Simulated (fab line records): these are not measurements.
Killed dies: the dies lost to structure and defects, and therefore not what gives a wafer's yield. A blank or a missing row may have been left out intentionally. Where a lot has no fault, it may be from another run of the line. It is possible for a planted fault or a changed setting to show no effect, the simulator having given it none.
fab line records	flow gf180mcu
record: lots: 15	wafers: 45	lastDay: 32
route steps=602 shown STI@26 DNWELL@36 NSD@242 V1@339
lots with no fault: from the same line, run without faults
startH: the number of hours between the record's first day and the start of the first shown wafer of the lot	waitH: hours since the lot's step before	" repeats the value in the row above	L1.1+2: a single row standing in for several wafers	- no value, or no start was given	* or withheld: withheld	< > ~ a bound
route shown NAME@n: NAME is a module with steps in the file, n the number in the route of the first one	usual: mean/standard deviation of fault-free wafers	same: alike in all rows	chamber/n: place in a boat	sites: readings site by site	_std_site: standard deviation of those values	_edge_site: mean of outer sites minus mean of inner sites	radiusMm: for every site, how far away it sits from the centre of the wafer	mask NAME#n: copy n	behind: the last tool/chamber to shape the wafer	hold: why the lot was held/for how many hours/how that ended	device: the transistor (n, p or np) that didn't switch	end of line: the route-end tests of the same wafers	a step given without rows: its recipe and nothing more	killed: count of dies lost to structure and defects at first sort (not the wafer's yield)	map: shows each die of a wafer: x if killed, . if not, _ if none is there
set.NAME: the run value of the setting; set.NAME@STEP: its run value at that earlier step	model.NAME: the simulator's own value behind a step, which no gauge read
one table for each step of the route and one row for each wafer, over a sample of lots
services: when a tool's chamber went out of use (startH, in hours from the record's first day, below 0 if earlier), for how many hours, and the reason
== steps ==
step: GF_STI_CMP_25
recipe: stopOn: Si3N4	tOverpolishS: 33	downForcePsi: 4	platenRpm: 60	targetThkNm: 524.6	padVelocityMS: 0.94248
usual: headPressurePsi: 4.000/0.0086	motorCurrentA: 12.0/0.73	overpolishRunS: 33.000/0.0085	retainingRingPressureFrac: 1.000/0.0048	timeToEndpointS: 126/5
lot.wafer	tool	chamber	startH	waitH	headPressurePsi	motorCurrentA	overpolishRunS	retainingRingPressureFrac	timeToEndpointS
L723.3	cmp-02	2	27.91	0.1	3.996	11.8	33.002	0.991	132
L723.2	"	0	"	"	4.005	11.5	32.994	1.002	122
L723.5	"	3	"	"	4.015	12.2	32.998	0.996	121
L724.1	cmp-01	1	33.32	0.1	3.992	12.1	33.008	0.999	121
L724.3	"	3	"	"	4.018	12.7	33.001	0.993	129
L724.2	"	0	"	"	4.011	10.7	32.990	1.007	122
L725.3	cmp-02	3	37.60	0.1	3.996	11.6	33.007	0.990	126
L725.1	"	0	"	"	3.995	11.5	32.995	0.993	127
L725.6	"	3	"	"	4.006	11.4	33.002	0.993	125
L727.3	cmp-02	0	48.34	0.1	4.004	11.9	32.987	0.996	130
L727.2	"	1	"	"	4.010	13.2	32.996	0.995	128
L727.6	"	3	"	"	4.001	11.6	33.000	1.001	128
L729.4	cmp-01	2	58.44	0.0	4.008	13.7	33.006	0.996	127
L729.3	"	0	"	"	3.990	11.1	32.993	1.001	125
L729.6	"	2	"	"	3.995	13.6	32.991	0.995	121
L730.4	cmp-01	0	63.20	0.1	3.998	10.8	32.994	1.002	119
L730.3	"	1	"	"	3.997	12.1	32.990	1.003	118
L730.6	"	3	"	"	4.003	13.0	32.998	1.002	124
L731.3	cmp-02	2	69.84	0.0	4.002	12.0	33.003	0.998	132
L731.4	"	1	"	"	3.994	12.3	32.989	1.003	123
L731.6	"	2	"	"	4.008	11.6	33.017	0.995	133
L732.3	cmp-01	0	73.91	0.0	3.991	10.6	33.007	1.001	118
L732.2	"	1	"	"	4.006	11.8	32.993	0.997	122
L732.1	"	3	"	"	4.012	12.6	32.995	1.005	125
L733.4	cmp-02	1	78.46	0.0	3.995	12.3	33.023	1.003	121
L733.1	"	2	"	"	3.999	12.3	33.012	0.999	127
L733.3	"	0	"	"	4.002	11.2	32.993	0.995	124
L734.1	cmp-02	1	84.75	0.1	4.000	12.7	32.988	0.994	123
L734.5	"	3	"	"	4.005	11.4	33.006	0.995	119
L734.6	"	0	"	"	4.011	11.6	33.003	0.996	124
L735.1	cmp-01	1	90.81	0.1	4.005	11.3	32.990	0.998	122
L735.3	"	2	"	"	3.992	12.7	32.988	1.002	123
L735.5	"	3	"	"	4.002	12.6	33.000	1.005	132
L736.2	cmp-02	1	93.97	0.1	4.008	12.8	33.005	1.001	123
L736.4	"	2	"	"	3.999	12.3	33.011	0.999	136
L736.5	"	1	"	"	4.003	13.4	32.989	1.002	129
L743.4	cmp-02	3	130.19	0.2	3.993	11.0	32.995	0.993	125
L743.5	"	0	"	"	4.012	11.7	32.987	1.001	130
L743.6	"	1	"	"	3.988	12.1	32.996	0.998	124
L744.3	cmp-02	2	135.68	0.1	4.006	11.7	32.990	0.996	128
L744.1	"	3	"	"	4.003	11.6	33.002	0.993	119
L744.6	"	1	"	"	3.994	12.9	33.000	1.003	120
L745.1	cmp-02	2	140.82	0.1	4.006	11.9	33.001	1.000	128
L745.4	"	3	"	"	3.997	11.2	33.002	0.995	117
L745.3	"	0	"	"	4.008	11.6	33.001	1.000	127
step: GF_DNWELL_EXPOSE_04
recipe: maskId: DNWELL	targetCdNm: 1700	na: 0.6	sourceShape: conventional	sigmaOuter: 0.6	doseMj: 260
usual: exposureDoseMJCm2: 259.96/0.27	focusOffsetNm: 0.0/0.48
lot.wafer	tool	chamber	startH	waitH	mask	exposureDoseMJCm2	focusOffsetNm
L723.2	ilineStepper-02	0	36.30	-	DNWELL#0	259.52	1.0
L723.3	"	0	"	"	DNWELL#0	259.39	-0.4
L723.5	"	0	"	"	DNWELL#0	259.72	0.6
L724.1	ilineStepper-02	0	42.28	-	DNWELL#0	259.89	0.6
L724.2	"	0	"	"	DNWELL#0	259.44	-0.1
L724.3	"	0	"	"	DNWELL#0	260.08	0.1
L725.1	ilineStepper-02	0	46.52	-	DNWELL#0	259.80	0.2
L725.3	"	0	"	"	DNWELL#0	260.25	0.3
L725.6	"	0	"	"	DNWELL#0	260.51	-0.1
L727.2	ilineStepper-02	0	57.47	-	DNWELL#0	259.76	-0.5
L727.3	"	0	"	"	DNWELL#0	259.60	-0.6
L727.6	"	0	"	"	DNWELL#0	259.98	0.5
L729.3	ilineStepper-02	0	67.35	-	DNWELL#0	259.71	-0.4
L729.4	"	0	"	"	DNWELL#0	259.25	-0.5
L729.6	"	0	"	"	DNWELL#0	259.37	-1.2
L730.3	ilineStepper-02	0	72.52	-	DNWELL#0	259.96	0.7
L730.4	"	0	"	"	DNWELL#0	259.90	-0.1
L730.6	"	0	"	"	DNWELL#0	260.09	0.6
L731.3	ilineStepper-02	0	80.77	-	DNWELL#0	259.78	0.0
L731.4	"	0	"	"	DNWELL#0	259.43	-0.1
L731.6	"	0	"	"	DNWELL#0	259.80	0.5
L732.1	ilineStepper-02	0	83.27	-	DNWELL#0	259.98	0.3
L732.2	"	0	"	"	DNWELL#0	259.73	0.2
L732.3	"	0	"	"	DNWELL#0	260.19	-0.4
L733.1	ilineStepper-01	0	87.84	-	DNWELL#0	259.89	-0.2
L733.3	"	0	"	"	DNWELL#0	260.13	-0.1
L733.4	"	0	"	"	DNWELL#0	259.84	0.0
L734.1	ilineStepper-01	0	94.52	-	DNWELL#0	260.25	-0.4
L734.5	"	0	"	"	DNWELL#0	260.26	-0.4
L734.6	"	0	"	"	DNWELL#0	260.30	-0.3
L735.1	ilineStepper-01	0	100.22	-	DNWELL#0	260.11	0.2
L735.3	"	0	"	"	DNWELL#0	260.31	0.3
L735.5	"	0	"	"	DNWELL#0	260.62	-0.6
L736.2	ilineStepper-01	0	103.73	-	DNWELL#0	259.90	0.1
L736.4	"	0	"	"	DNWELL#0	260.08	0.3
L736.5	"	0	"	"	DNWELL#0	259.75	0.9
L743.4	ilineStepper-02	-	140.20	-	DNWELL#0	-	-
L743.5	"	-	"	"	DNWELL#0	-	-
L743.6	"	-	"	"	DNWELL#0	-	-
L744.1	ilineStepper-02	-	146.18	-	DNWELL#0	-	-
L744.3	"	-	"	"	DNWELL#0	-	-
L744.6	"	-	"	"	DNWELL#0	-	-
L745.1	ilineStepper-01	-	150.89	-	DNWELL#0	-	-
L745.3	"	-	"	"	DNWELL#0	-	-
L745.4	"	-	"	"	DNWELL#0	-	-
step: GF_DNWELL_TW_MEAS_09
usual: DNWELL_TW: 1340/15
lot.wafer	tool	chamber	startH	waitH	hold	DNWELL_TW
L723.2	filmMetro-02	-	42.79	0.1	-	1352
L723.3	"	-	"	"	-	1364
L723.5	"	-	"	"	-	1360
L724.1	filmMetro-01	-	48.63	0.1	-	1345
L724.2	"	-	"	"	-	1355
L724.3	"	-	"	"	-	1337
L725.1	filmMetro-01	-	53.48	0.1	-	1332
L725.3	"	-	"	"	-	1333
L725.6	"	-	"	"	-	1336
L727.2	filmMetro-03	-	64.33	0.1	-	1310
L727.3	"	-	"	"	-	1311
L727.6	"	-	"	"	-	1314
L729.3	filmMetro-03	-	73.90	0.1	-	1323
L729.4	"	-	"	"	-	1318
L729.6	"	-	"	"	-	1314
L730.3	filmMetro-02	-	79.39	0.1	-	1348
L730.4	"	-	"	"	-	1344
L730.6	"	-	"	"	-	1348
L731.3	filmMetro-02	-	87.75	0.1	-	1359
L731.4	"	-	"	"	-	1361
L731.6	"	-	"	"	-	1364
L732.1	filmMetro-03	-	90.08	0.1	-	1316
L732.2	"	-	"	"	-	1323
L732.3	"	-	"	"	-	1310
L733.1	filmMetro-01	-	95.08	0.1	-	1341
L733.3	"	-	"	"	-	1342
L733.4	"	-	"	"	-	1341
L734.1	filmMetro-02	-	101.87	0.1	-	1343
L734.5	"	-	"	"	-	1344
L734.6	"	-	"	"	-	1341
L735.1	filmMetro-01	-	107.87	0.1	-	1350
L735.3	"	-	"	"	-	1354
L735.5	"	-	"	"	-	1353
L736.2	filmMetro-01	-	110.69	0.1	-	1356
L736.4	"	-	"	"	-	1357
L736.5	"	-	"	"	-	1359
L743.4	filmMetro-02	-	148.16	0.1	awaitDispo/0.2h/release	31
L743.5	"	-	"	"	awaitDispo/0.2h/release	31
L743.6	"	-	"	"	awaitDispo/0.2h/release	31
L743.4	filmMetro-02	-	148.39	0.2	-	31
L743.5	"	-	"	"	-	31
L743.6	"	-	"	"	-	31
L744.1	filmMetro-03	-	154.23	0.1	awaitDispo/0.2h/release	30
L744.3	"	-	"	"	awaitDispo/0.2h/release	30
L744.6	"	-	"	"	awaitDispo/0.2h/release	30
L744.1	filmMetro-03	-	154.45	0.2	-	30
L744.3	"	-	"	"	-	30
L744.6	"	-	"	"	-	30
L745.1	filmMetro-02	-	158.83	0.1	awaitDispo/0.2h/release	31
L745.3	"	-	"	"	awaitDispo/0.2h/release	31
L745.4	"	-	"	"	awaitDispo/0.2h/release	31
L745.1	filmMetro-02	-	159.05	0.2	-	31
L745.3	"	-	"	"	-	31
L745.4	"	-	"	"	-	31
step: GF_NSD_CD_MEAS_07
recipe: targetCdNm: 400
usual: cdNm: 400.7/2.2
lot.wafer	tool	chamber	startH	waitH	cdNm
L723.2	cdSem-01	-	304.33	0.1	401.2
L723.3	"	-	"	"	399.9
L723.5	"	-	"	"	401.5
L724.1	cdSem-02	-	312.83	0.2	401.1
L724.2	"	-	"	"	399.6
L724.3	"	-	"	"	397.8
L725.1	cdSem-01	-	316.00	0.1	402.9
L725.3	"	-	"	"	399.9
L725.6	"	-	"	"	401.4
L727.2	cdSem-02	-	333.57	0.1	397.8
L727.3	"	-	"	"	398.2
L727.6	"	-	"	"	397.2
L729.3	cdSem-02	-	347.25	0.1	400.6
L729.4	"	-	"	"	402.2
L729.6	"	-	"	"	401.6
L730.3	cdSem-01	-	351.89	0.1	402.1
L730.4	"	-	"	"	400.3
L730.6	"	-	"	"	401.4
L731.3	cdSem-01	-	367.57	0.1	396.7
L731.4	"	-	"	"	397.0
L731.6	"	-	"	"	398.0
L732.1	cdSem-02	-	373.45	0.1	401.2
L732.2	"	-	"	"	401.5
L732.3	"	-	"	"	399.1
L733.1	cdSem-02	-	377.86	0.1	397.8
L733.3	"	-	"	"	399.6
L733.4	"	-	"	"	402.1
L734.1	cdSem-02	-	389.81	0.1	401.1
L734.5	"	-	"	"	399.9
L734.6	"	-	"	"	399.3
L735.1	cdSem-01	-	394.68	0.1	399.2
L735.3	"	-	"	"	401.6
L735.5	"	-	"	"	400.9
L736.2	cdSem-02	-	405.13	0.1	402.0
L736.4	"	-	"	"	402.8
L736.5	"	-	"	"	400.7
step: GF_V1_CMP_04
recipe: material: SiO2	downForcePsi: 4	platenRpm: 60	padVelocityMS: 0.94248
usual: headPressurePsi: 4.000/0.0086	motorCurrentA: 12.1/0.92	retainingRingPressureFrac: 1.000/0.0049	timeToEndpointS: 81/5.3
lot.wafer	tool	chamber	startH	waitH	headPressurePsi	motorCurrentA	retainingRingPressureFrac	timeToEndpointS
L723.3	cmp-01	1	396.95	0.1	3.997	12.1	1.005	81
L723.2	"	3	"	"	4.004	13.0	1.000	75
L723.5	"	1	"	"	4.009	11.8	1.008	78
L724.3	cmp-01	1	406.58	0.1	3.998	11.6	0.992	81
L724.1	"	2	"	"	4.011	12.8	1.006	86
L724.2	"	3	"	"	4.002	12.9	0.997	93
L725.3	cmp-01	2	410.07	0.0	4.004	14.2	0.993	80
L725.1	"	1	"	"	4.007	11.7	0.991	82
L725.6	"	3	"	"	4.002	13.0	1.002	87
L727.2	cmp-01	1	428.61	0.0	4.007	12.2	1.001	68
L727.3	"	0	"	"	4.009	10.5	1.009	77
L727.6	"	1	"	"	4.022	11.5	0.999	81
L729.4	cmp-01	1	444.86	0.0	4.003	11.4	1.000	87
L729.3	"	2	"	"	4.001	13.4	1.002	82
L729.6	"	1	"	"	4.016	11.6	1.001	75
L730.3	cmp-01	1	450.28	0.1	3.997	12.0	1.006	78
L730.4	"	2	"	"	4.001	12.9	1.006	81
L730.6	"	3	"	"	4.012	12.9	1.001	86
L731.3	cmp-01	1	466.47	0.0	3.999	11.6	0.996	81
L731.4	"	0	"	"	3.997	10.4	0.992	84
L731.6	"	1	"	"	4.011	12.5	0.996	87
L732.2	cmp-01	3	473.60	0.0	4.009	12.6	0.994	84
L732.1	"	0	"	"	4.005	10.7	0.999	76
L732.3	"	2	"	"	3.987	13.2	1.001	80
L733.3	cmp-01	0	478.64	0.0	3.999	11.2	0.998	80
L733.4	"	1	"	"	4.003	11.8	1.004	78
L733.1	"	3	"	"	4.000	12.7	0.996	79
L734.1	cmp-02	1	490.89	0.1	4.014	12.3	1.000	79
L734.6	"	0	"	"	3.994	10.8	1.001	85
L734.5	"	1	"	"	4.014	12.2	0.999	86
L735.3	cmp-01	0	495.48	0.0	4.007	11.0	0.997	78
L735.1	"	3	"	"	3.994	13.0	0.993	90
L735.5	"	0	"	"	3.997	10.6	1.001	89
L736.2	cmp-02	1	506.95	0.2	4.002	12.3	1.008	70
L736.4	"	2	"	"	3.992	12.0	1.002	86
L736.5	"	1	"	"	4.011	12.8	1.005	80
== services ==
tool	chamber	startH	hours	kind
ilineStepper-02	-	6.63	1.7	pm
ilineStepper-02	-	12.84	3.0	repair
cmp-02	-	64.00	4.0	pm
cmp-02	-	97.78	1.6	repair
cmp-01	-	132.36	12.4	repair
cmp-02	-	145.05	0.6	repair
cmp-01	-	147.89	9.4	pm
cmp-02	-	169.03	1.3	repair
cmp-01	-	208.48	0.3	repair
ilineStepper-02	-	224.81	1.7	pm
cmp-01	-	232.28	4.0	pm
cmp-02	-	253.21	2.6	pm
cmp-02	-	305.16	1.8	repair
cmp-02	-	367.45	0.3	repair
cmp-01	-	376.26	18.0	repair
cmp-02	-	395.84	6.0	pm
cmp-02	-	404.00	4.0	pm
cmp-01	-	438.18	3.4	pm
ilineStepper-02	-	442.99	1.7	pm
cmp-01	-	458.61	1.6	repair
cmp-02	-	460.99	3.2	repair
cmp-01	-	467.61	1.4	repair
cmp-01	-	474.59	0.4	repair
cmp-01	-	501.15	16.3	pm
== key ==
firstSign: step: GF_DNWELL_EXPOSE_04	reading: toolRecord	direction: missing
effect: step: GF_DNWELL_TW_MEAS_09	reading: visit	direction: added
effect: step: GF_DNWELL_TW_MEAS_09	reading: DNWELL_TW	direction: down	sigmas: 86	usual: 1340	struck: 31
metAt GF_DNWELL_EXPOSE_04
struckLots L743,L744,L745
scrappedBehind GF_DNWELL_TW_MEAS_09 L743.4,L743.5,L743.6,L744.1,L744.3,L744.6,L745.1,L745.3,L745.4
notActingAt GF_STI_CMP_25,GF_NSD_CD_MEAS_07,GF_V1_CMP_04
onsetBetween 103.73 140.20
fault: kind: skippedStepWhole	tool: ilineStepper-01,ilineStepper-02	chamber: -	onsetH: 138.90	steps: GF_DNWELL_EXPOSE_04	scope: struckLotsOnly
